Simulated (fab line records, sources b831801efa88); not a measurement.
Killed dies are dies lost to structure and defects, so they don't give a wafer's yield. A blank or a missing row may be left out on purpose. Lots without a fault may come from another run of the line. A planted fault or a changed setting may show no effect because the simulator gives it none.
Chamber matching | flow sky130 | SKY_VIA2_CMP_02 on cmp-01: 4 sister chambers
The step polishes SiO2. 8 wafers are shown with their chamber, then 7 later ones without.

WAFERS WITH THEIR CHAMBER
wafer  | chamber | motor_current_A (A)
L713.2 | 3       | 10.0
L716.3 | 0       | 13.0
L716.5 | 1       | 12.3
L718.1 | 0       | 12.6
L718.3 | 3       | 9.9
L718.6 | 1       | 12.3
L721.3 | 2       | 11.4
L721.5 | 2       | 11.2

WAFERS WITHOUT THEIR CHAMBER
wafer  | motor_current_A (A)
L721.6 | 12.0
L729.3 | 10.9
L729.4 | 12.1
L729.6 | 10.4
L731.2 | 10.6
L731.3 | 12.2
L731.5 | 10.1

WHICH CHAMBER EACH WENT THROUGH
wafer  | from the rows above     | in truth
L721.6 | 1                       | 1
L729.3 | 2                       | 2
L729.4 | 1                       | 1
L729.6 | 3                       | 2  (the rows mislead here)
L731.2 | can't be placed: 3 or 2 | 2
L731.3 | 1                       | 1
L731.5 | 3                       | 3
Placed correctly: 5 of 7. Can't be placed from these rows: 1 (the true chamber is among the candidates in 1). Placed wrongly: 1.
How it was worked out, from the rows above alone: a wafer's distance from a chamber is the root of the sum, over the readings, of the square of ((its reading less the chamber's mean) divided by the reading's scatter). The wafer belongs to the nearest chamber; if the next one is less than 2 further off, it can't be placed. A chamber's mean is the mean of its shown wafers. The scatter: the root of (the sum of the squares of (reading less its chamber's mean) over the shown wafers, divided by (wafers less chambers)).
